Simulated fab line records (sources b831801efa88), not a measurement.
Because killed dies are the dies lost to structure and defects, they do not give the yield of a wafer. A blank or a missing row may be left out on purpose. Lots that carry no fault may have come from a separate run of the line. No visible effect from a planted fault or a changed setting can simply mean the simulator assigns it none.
Problem report in the 8D (eight disciplines) form, filled by code :: flow gf180mcu :: the parts of the form that need people (team, actions taken, sign-off) are left out

1. PROBLEM STATEMENT
GF_V4_SPUTTER_22, chamberPressurePa: mean 5.445 Pa over 1 wafer from 1 lot; wafers with no fault: 5.000 Pa, standard deviation 0.011. Relative to the usual mean, that is a shift of +40 standard deviations.
The step: material TiN, target thk 10 nm, time 40 s.
Earliest sighting: wafer L514.2 on pvdSputter-04 at day 27 07:26. At this step, 15 wafers from 5 lots have a number in the record. The rule behind "out" and "out of limits": a value lying over 4 standard deviations away from the usual mean. The other wafers with a number count as sound.

2. WHAT IT IS, AND WHAT IT ISN'T
question: which readings at this step
is: chamberPressurePa
is not: throttleValvePct

question: which lots
is: L514
is not: L505, L506, L526, L528

question: which wafers of those lots
is: L514.2
is not: L514.4, L514.6

question: read on which tools
is: pvdSputter-04
is not: pvdSputter-01, pvdSputter-02

question: when
is: from day 27 07:26
is not: up to then (8 sound wafers); but 6 sound wafers of L526, L528 came after

3. WHAT RULES OUT EACH SUSPECT
Counting: a tool at a process step up to the reading stays a suspect if it ran every lot that is out. Sound lots after the first of them don't rule it out here, since some wafers of a struck lot are sound.
- rieDiel-02 at GF_V4_ETCH_16 (etches BARC in N2/H2): kept. It ran the lot that is out, L514 (day 27 06:43).
- rieDiel-02 at GF_V4_ETCH_17 (etches SiO2 in C4F8/O2/Ar, stops on TiN, target depth 630 nm): kept. It ran the lot that is out, L514 (day 27 06:50). GF_V4_ETCH_17: start missing for some lots; hours and lot order therefore follow GF_V4_STRIP_18.
- plasmaAsher-04 at GF_V4_STRIP_18 (strips in O2/N2): kept. It processed L514, the lot that is out, at day 27 06:50, and its most recent sound lot before then was L505 at day 24 09:26.
- pvdSputter-04 at GF_V4_SPUTTER_21 (material Ti, target thk 15 nm, time 80.02 s): kept. It processed L514, the lot that is out, at day 27 07:22, and its most recent sound lot before then was L506 at day 24 14:10.
- pvdSputter-04 at GF_V4_SPUTTER_22 (material TiN, target thk 10 nm, time 40 s): kept. It processed L514, the lot that is out, at day 27 07:26, and its most recent sound lot before then was L506 at day 24 14:13. Its own chamberPressurePa readings are out on those wafers.
Left after counting: rieDiel-02 at GF_V4_ETCH_16, rieDiel-02 at GF_V4_ETCH_17, plasmaAsher-04 at GF_V4_STRIP_18, pvdSputter-04 at GF_V4_SPUTTER_21, pvdSputter-04 at GF_V4_SPUTTER_22.

4. THE CAUSE (what the simulator had put in)
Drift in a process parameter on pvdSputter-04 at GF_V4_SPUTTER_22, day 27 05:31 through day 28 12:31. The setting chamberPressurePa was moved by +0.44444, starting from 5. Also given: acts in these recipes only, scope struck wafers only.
5 suspects survive the count, and this tool is in that group.

5. THE EFFECT CHAIN, in route order
Each row: a reading where the mean over the struck wafers with a number is more than 3 standard deviations away from the usual. Only readings whose record carries a usual standard deviation are examined. hours: median over the lots of the time between each lot's start at the first step of this table that gives one and its start at this step. sigmas: the change, counted in usual standard deviations.
hours: 0
step: GF_V4_SPUTTER_22
reading: chamberPressurePa
usual: 5.000 Pa
on struck wafers: 5.445
change: +0.445
sigmas: +40
The process steps in it:
- GF_V4_SPUTTER_22: material TiN, target thk 10 nm, time 40 s.

6. HOW IT WOULD HAVE BEEN CAUGHT EARLIER
In this record the first reading out of limits was taken at day 27 07:26, 2 hours after the fault began at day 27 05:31.
